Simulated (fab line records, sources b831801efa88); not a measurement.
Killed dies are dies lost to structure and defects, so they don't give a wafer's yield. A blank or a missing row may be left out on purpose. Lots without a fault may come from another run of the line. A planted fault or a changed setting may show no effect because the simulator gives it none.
Which tool did it? | flow sfq_line | 7 lots, 20 wafers sampled, at 2 steps of a route of 325

WHAT THE GAUGES READ, wafer by wafer
SFQ_JJ_RS_MEAS_929: measures by four-point-probe.
lot  | measured     | on            | JJ_NB_RS (ohm/sq)
L707 | day 39 06:43 | film_metro-04 | 1.038 1.045 1.045
L709 | day 39 21:32 | film_metro-03 | 1.034 1.038 1.050
L711 | day 44 17:04 | film_metro-03 | 1.051 1.056 1.051
L714 | day 48 05:06 | film_metro-04 | 1.060 1.045 1.059
L716 | day 54 14:52 | film_metro-04 | 1.020 1.026 1.042
L718 | day 54 17:19 | film_metro-04 | 1.058 1.042 1.038
L724 | day 55 04:12 | film_metro-03 | 1.054 1.034

WHICH TOOL RAN EACH LOT (tool, then ch and the chambers of the sampled wafers, then the start)
lot  | SFQ_TRILAYER_JJ_TRILAYER_DEP_SPUTTER_112
L707 | pvd_sputter-05, day 39 06:37
L709 | pvd_sputter-05, day 39 21:25
L711 | pvd_sputter-04, day 44 16:59
L714 | pvd_sputter-05, day 48 05:01
L716 | pvd_sputter-04, day 54 14:47
L718 | pvd_sputter-05, day 54 17:11
L724 | pvd_sputter-05, day 55 04:07
- SFQ_TRILAYER_JJ_TRILAYER_DEP_SPUTTER_112: material Nb, target thk 170 nm, time 113.3 s.

THE ANSWER, worked out from the rows above alone
Rule: what is usual is taken from the lots themselves. Put in order of their means at a reading, lots are off if they are a third of the lots or fewer, leave a main group of 4 or more, and stand apart from it by a gap of 3 or more times the standard deviation of the main group's means; of several such gaps the widest counts. A main group whose means are all the same, to the digits that the tables above print for the reading, isn't used. A lot without any number at a reading at which 4 lots or more have one is off too. The other lots that the step has rows for count as sound.
No lot is off at any reading shown: from this, nothing can be told.

WHAT THE SIMULATOR HAD PUT IN
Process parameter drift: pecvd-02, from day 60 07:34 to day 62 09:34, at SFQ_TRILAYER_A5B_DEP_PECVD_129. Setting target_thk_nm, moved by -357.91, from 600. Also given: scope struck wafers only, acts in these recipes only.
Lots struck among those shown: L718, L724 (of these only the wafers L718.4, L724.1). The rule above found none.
